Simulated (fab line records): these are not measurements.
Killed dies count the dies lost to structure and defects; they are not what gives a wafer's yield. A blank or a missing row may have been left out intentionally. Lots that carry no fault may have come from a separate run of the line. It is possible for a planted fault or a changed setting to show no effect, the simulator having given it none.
Which of the tools did it? + flow gf180mcu + 6 lots, 18 wafers sampled, at 2 steps of a route of 602

== WHAT THE GAUGES SHOWED, per wafer ==
GF_HV_LDD_TW_MEAS_38.
| lot  | measured     | on            | HV_LDD_3_TW    |
|------|--------------|---------------|----------------|
| L511 | day 12 18:26 | film metro-01 | 1424 1423 1428 |
| L514 | day 13 23:10 | film metro-01 | 1426 1426 1433 |
| L517 | day 14 15:58 | film metro-01 | 1433 1433 1435 |
| L523 | day 16 14:10 | film metro-04 | 1344 1334 1340 |
| L525 | day 17 05:33 | film metro-04 | 1343 1340 1336 |
| L530 | day 18 20:20 | film metro-04 | 1452 1448 1443 |

== WHAT TOOL EACH LOT RAN ON (gives the tool, then ch and the chambers of the sampled wafers, and finally the start) ==
| lot  | GF_HV_LDD_IMPLANT_35            |
|------|---------------------------------|
| L511 | implanter-02 ch 0, day 12 18:02 |
| L514 | implanter-03 ch 0, day 13 22:46 |
| L517 | implanter-04 ch 0, day 14 15:35 |
| L523 | implanter-04 ch 0, day 16 13:46 |
| L525 | implanter-04 ch 0, day 17 05:12 |
| L530 | implanter-02 ch 0, day 18 19:56 |
- GF_HV_LDD_IMPLANT_35

== THE ANSWER, worked out from the rows above alone ==
Rule: the usual values come from the lots themselves. Put in order of their means at a reading, lots are off if they are a third of the lots or fewer, leave a main group of 4 or more, and stand apart from it by a gap of 3 or more times the standard deviation of the main group's means; of several such gaps the widest counts. If all means in a main group match to the digits the tables above print for the reading, that group is not used. A lot without any number at a reading at which 4 lots or more have one is off too. All remaining lots with rows at the step are treated as sound.
Off: L523, L525, at GF_HV_LDD_TW_MEAS_38 (HV_LDD_3_TW). For the main group the mean is 1434 and the standard deviation 8.7.
A tool fits if, at a process step before that reading, it ran every lot that is off, and no sound lot after the first of them. Those tools and the gauges at GF_HV_LDD_TW_MEAS_38 are tried in the same way. One fits: GF_HV_LDD_IMPLANT_35 on implanter-04. A fault onset in the window from L517 (day 14 15:35, its last sound lot) to L523 (day 16 13:46, its first lot off) fits.

== WHAT THE SIMULATOR PUT IN ==
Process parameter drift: implanter-04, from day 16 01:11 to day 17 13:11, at GF_HV_LDD_IMPLANT_35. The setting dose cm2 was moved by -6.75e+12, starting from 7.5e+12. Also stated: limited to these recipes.
Lots struck among those shown: L523, L525. The rule above found the same.
